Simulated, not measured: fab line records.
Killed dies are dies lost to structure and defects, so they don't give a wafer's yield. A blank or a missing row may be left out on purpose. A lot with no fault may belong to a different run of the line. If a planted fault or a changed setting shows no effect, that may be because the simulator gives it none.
The same fault as seen by 2 desks -- flow sky130 -- what lay behind the numbers comes last; until then each desk has only its own

== FROM THE METROLOGY DESK ==
Lot by lot, what the gauges showed, no matter which tool ran the lot: averages of those sampled wafers that carry a number. The brackets show how far a lot's mean lies from the usual mean; more than 4 standard deviations puts the lot out of limits, marked OUT.
Columns: A = LI_CONTACT_W_RS at SKY_LI_CONTACT_RS_MEAS_22, usual 0.2862 ohm/sq; B = LOCAL_INTERCONNECT_TIN_THK at SKY_LOCAL_INTERCONNECT_THK_MEAS_02, usual 100.9 nm
lot,first seen here,A,B
L448,day 29 16:43,0.2873,101.3
L450,day 30 09:42,0.2800,99.5
L451,day 30 22:14,0.2876,102.0
L454,day 31 18:24,0.2836,99.3
L453,day 31 21:16,0.2867,101.4
L452,day 31 21:39,0.2880,100.0
L455,day 32 09:18,0.2875,101.7
L456,day 32 18:57,0.2877,101.1
L458,day 33 05:48,0.2865,100.2
L461,day 34 02:52,0.2998 (+5.0) OUT,101.4
L467,day 35 15:48,0.2995 (+4.9) OUT,100.9
L469,day 37 12:41,0.2858,101.7
Finding of this desk: L461, L467 out of limits, first seen on L461 at day 34 02:52 (LI_CONTACT_W_RS at SKY_LI_CONTACT_RS_MEAS_22). In limits: L448, L450, L451, L454, L453, L452, L455, L456, L458, L469.

== DESK OF THE TOOL OWNER: cvd w-01 ==
The tool's own readings at SKY_LI_CONTACT_CVD_21 (deposits W, target thk 400 nm, time 120.56 s): means of the sampled wafers that have a number, for each lot that ran on this tool. The brackets show how far a lot's mean lies from the usual mean; more than 4 standard deviations puts the lot out of limits, marked OUT.
Columns: A = heater power w at SKY_LI_CONTACT_CVD_21, usual 851 W; B = susceptor temp C at SKY_LI_CONTACT_CVD_21, usual 399.97 C
lot,first seen here,A,B
L448,day 29 16:35,836,399.68
L450,day 30 09:34,714,399.77
L454,day 31 18:09,719,399.95
L453,day 31 21:07,885,399.93
L456,day 32 18:48,842,399.86
L461,day 34 02:44,772,397.12 (-12) OUT
L467,day 35 15:40,761,396.83 (-13) OUT
Finding of this desk: L461, L467 out of limits; the first was L461 at day 34 02:44, on susceptor temp C at SKY_LI_CONTACT_CVD_21. In limits: L448, L450, L454, L453, L456.

== ALL TOGETHER ==
The tool owner's desk could have raised an alarm at day 34 02:44, on L461, L467.
On L461, L467, the metrology desk was in a position to raise an alarm at day 34 02:52.
Of the lots named, all ran SKY_LI_CONTACT_CVD_21 on cvd w-01.

== WHAT HAD BEEN PUT IN BY THE SIMULATOR ==
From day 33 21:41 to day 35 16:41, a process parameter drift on cvd w-01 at SKY_LI_CONTACT_CVD_21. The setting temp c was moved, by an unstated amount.
Lots struck among those shown: L461, L467.
Fault start to first reading out of limits, in hours, per desk: tool owner, 5; metrology, 5.
